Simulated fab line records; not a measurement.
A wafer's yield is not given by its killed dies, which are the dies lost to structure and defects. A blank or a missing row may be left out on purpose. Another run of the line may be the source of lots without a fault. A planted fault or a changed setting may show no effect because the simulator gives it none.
A struck lot beside a sound one :: flow sky130 :: 15 steps out of a route of 708
Sound: the wafers L288.2, L288.3, L288.5. Struck: wafer L298.2. (L298.5 of the same lot was not struck and is left out.) The cause comes at the end.
Each step with rows lists, per side, the tool, then ch with its chambers, then its first start. Under that, the readings that differ: sound wafers :: struck wafers :: difference of the means :: sigmas: that difference in standard deviations of wafers without a fault.
alike: readings with means less than 2 such deviations apart, plus words and numbers identical on both sides. not compared: withheld readings, readings lacking a value on some wafer, bounds such as >300 that could conceal the same value, and numbers that have no deviation in the record and whose values overlap.
Wherever a step has rows on one side only, a row that says differs or no value, or a row with sigmas, the two part there. Numbers that don't overlap but have no deviation are shown without sigmas and don't part them. A reading that every wafer of one side lacks parts them only if that side has two wafers or more.

SKY_PWDE_STRIP_09: strips in O2/N2.
  sound on plasma asher-04 ch 0, day 4 07:08; struck on plasma asher-04 ch 1, day 6 17:14
  alike: drypump motor current A, oes product au, strip time to endpoint s
  not compared: rf hours counter h
SKY_PWDE_TW_MEAS_10:
  sound: film metro-01 at day 4 07:14; struck: film metro-01 at day 6 17:20
  alike: PWDE_TW
then, 7 steps without rows for these wafers: SKY_NWELL_DEHYDRATE_03 (time 60 s); SKY_NWELL_HMDS_04 (prime time 60 s); SKY_NWELL_COAT_05 (resist thk 3000 nm); SKY_NWELL_SOFTBAKE_06; SKY_NWELL_EXPOSE_07 (exposes mask NWM, target cd 840 nm); SKY_NWELL_PEB_08; SKY_NWELL_DEVELOP_09 (develop time 60 s).
SKY_NWELL_OVL_MEAS_10:
  sound: overlay-01 at day 5 00:22; struck: overlay-02 at day 7 11:54
  alike: NWELL_00_OVL
then, 2 steps without rows for these wafers: SKY_NWELL_IMPLANT_11; SKY_NWELL_IMPLANT_12.
SKY_NWELL_IMPLANT_13:
  sound on implanter-02 ch 0, day 5 00:43; struck on implanter-04 ch 0, day 7 12:16
reading: beam on s (s)
sound: 9.99 10.02 9.99
struck: 11.60
difference: +1.60
sigmas: +8

reading: faraday current uA
sound: 3.96 3.92 3.93
struck: 3.40
difference: -0.54
sigmas: -7
  alike: end station pressure torr
SKY_NWELL_STRIP_14: strips in O2/N2.
  sound on plasma asher-03 ch 0,1, day 5 00:51; struck on plasma asher-02 ch 1, day 7 12:23
  alike: drypump motor current A, oes product au, strip time to endpoint s
  not compared: rf hours counter h
-- the record jumps here: 41 days lie between the struck wafers' starts before and after (it left off in module NWELL and takes up again in module PAD_OPEN, whose first step shown is number 708 of the route) --
SKY_PAD_OPEN_PROBE_99:
  sound: prober-02 at day 46 00:18; struck: prober-01 at day 48 16:56
reading: model.etest.pfet g5v0d10v5.off log10 a um
sound: -12.53 -12.47 -12.13
struck: -12.94
difference: -0.56
sigmas: 

reading: model.etest.pfet_01v8_lvt.off log10 a um
sound: -8.52 -8.691 -8.638
struck: -9.118
difference: -0.502
sigmas: 

reading: model.etest.pfet g5v0d10v5.vt sat v (V)
sound: -0.6214 -0.6278 -0.5985
struck: -0.6656
difference: -0.0497
sigmas: 

reading: model.etest.pfet_16v.vt v (V)
sound: -1.071 -1.076 -1.082
struck: -1.136
difference: -0.060
sigmas: 

reading: model.etest.pfet g5v0d10v5.vt v (V)
sound: -0.8173 -0.826 -0.7977
struck: -0.8542
difference: -0.0405
sigmas: 

reading: model.etest.pfet g5v0d10v5.vt long v (V)
sound: -0.9061 -0.9109 -0.9164
struck: -0.9632
difference: -0.0521
sigmas: 

reading: model.etest.pfet_01v8_lvt.vt sat v (V)
sound: -0.4168 -0.4196 -0.4234
struck: -0.4751
difference: -0.0552
sigmas: 

reading: model.etest.pfet_01v8_lvt.vt v (V)
sound: -0.5117 -0.5151 -0.5195
struck: -0.5661
difference: -0.0507
sigmas: 
  alike: killed_at_M0_to_M3, killed_at_M4_up, killed at contacts, killed at front end, killed at other, killed dies, killed open, killed short

## WHERE THEY PART
At SKY_NWELL_IMPLANT_13 and nowhere else, as far as this record goes. Later steps at which nothing parts them and some readings are alike: SKY_NWELL_STRIP_14, SKY_PAD_OPEN_PROBE_99.

WHY: whatever the simulator had introduced
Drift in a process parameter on implanter-04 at SKY_NWELL_IMPLANT_13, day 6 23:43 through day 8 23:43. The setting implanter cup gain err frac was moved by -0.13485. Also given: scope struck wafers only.
